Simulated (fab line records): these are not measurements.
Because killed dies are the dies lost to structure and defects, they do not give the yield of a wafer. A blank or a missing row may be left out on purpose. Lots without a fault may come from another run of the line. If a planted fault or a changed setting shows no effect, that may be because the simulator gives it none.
8D (eight disciplines) problem report, filled in by code + flow gf180mcu + the parts of the form that need people (team, actions taken, sign-off) are left out

## 1. WHAT IS WRONG
Wafers without a fault read 399.6 nm, standard deviation 2; cd_nm at GF_PSD_CD_MEAS_07 reads a mean of 421.9 nm on 6 wafers belonging to 2 lots. Measured from the usual mean, that is +11 standard deviations.
The step: target cd 400 nm.
First seen on wafer L282.1, day 19 00:38, on cd_sem-01. At this step, 42 wafers from 14 lots have a number in the record. The rule behind "out" and "out of limits": a value lying over 4 standard deviations away from the usual mean. The other wafers with a number count as sound.

## 2. WHAT IT IS, WHAT IT ISN'T
| question                    | is                     | is not                                                                                       |
|-----------------------------|------------------------|----------------------------------------------------------------------------------------------|
| which readings at this step | cd_nm                  | -                                                                                            |
| which lots                  | L281, L282             | L268, L269, L270, L271, L272, L273, L279, L283, L285, L287, L288, L289                       |
| which wafers of those lots  | all that have a number | -                                                                                            |
| read on which gauges        | cd_sem-01              | cd_sem-02                                                                                    |
| when                        | from day 19 00:38      | up to then (21 sound wafers); but 15 sound wafers of L283, L285, L287, L288, L289 came after |

## 3. SUSPECTS, AND WHAT RULES EACH OUT
Counting: a tool at any process step up to the reading remains a suspect when it ran all the lots that are out and ran no sound lot after the first of those.
- the gauge at GF_PSD_CD_MEAS_07: kept. All the wafers that are out were read on cd_sem-01, and no step on other tools shows them out.
- litho_track-02 at GF_PSD_DEVELOP_06 (develop time 60 s): kept. It ran every lot that is out, first L282 (day 19 00:29), and no sound lot after that; its last sound lot up to then is L270 (day 14 13:27).
What counting leaves: litho_track-02 at GF_PSD_DEVELOP_06 and cd_sem-01 at GF_PSD_CD_MEAS_07.

## 4. THE CAUSE (what the simulator had put in)
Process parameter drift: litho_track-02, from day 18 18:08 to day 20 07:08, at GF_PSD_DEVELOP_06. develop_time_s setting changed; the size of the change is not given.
After counting, 2 suspects remain, this tool included.

## 5. THE EFFECT CHAIN, in route order
Rows list readings where the struck wafers' mean (over those with a number) sits beyond 3 standard deviations from the usual. Only readings whose record carries a usual standard deviation are examined. hours: median over the lots of the time between each lot's start at the first step of this table that gives one and its start at this step. sigmas: the change, counted in usual standard deviations.
| hours | step              | reading | usual    | on struck wafers | change | sigmas |
|-------|-------------------|---------|----------|------------------|--------|--------|
| 0     | GF_PSD_CD_MEAS_07 | cd_nm   | 399.6 nm | 421.9            | +22.3  | +11    |
Later steps that measure or inspect, where all struck wafers having a row at the step show a number for every such reading and not one has moved that far: GF_M2_RS_MEAS_05.

## 6. WHAT WOULD HAVE CAUGHT IT SOONER
6 hours passed between the start of the fault at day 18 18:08 and the first reading out of limits at a measuring or inspecting step in this record, taken at day 19 00:38.
Among the 2 lots that are out, L281 began GF_PSD_DEVELOP_06 on litho_track-02 after day 19 00:38. It would have been spared by a hold on the tool at that moment.
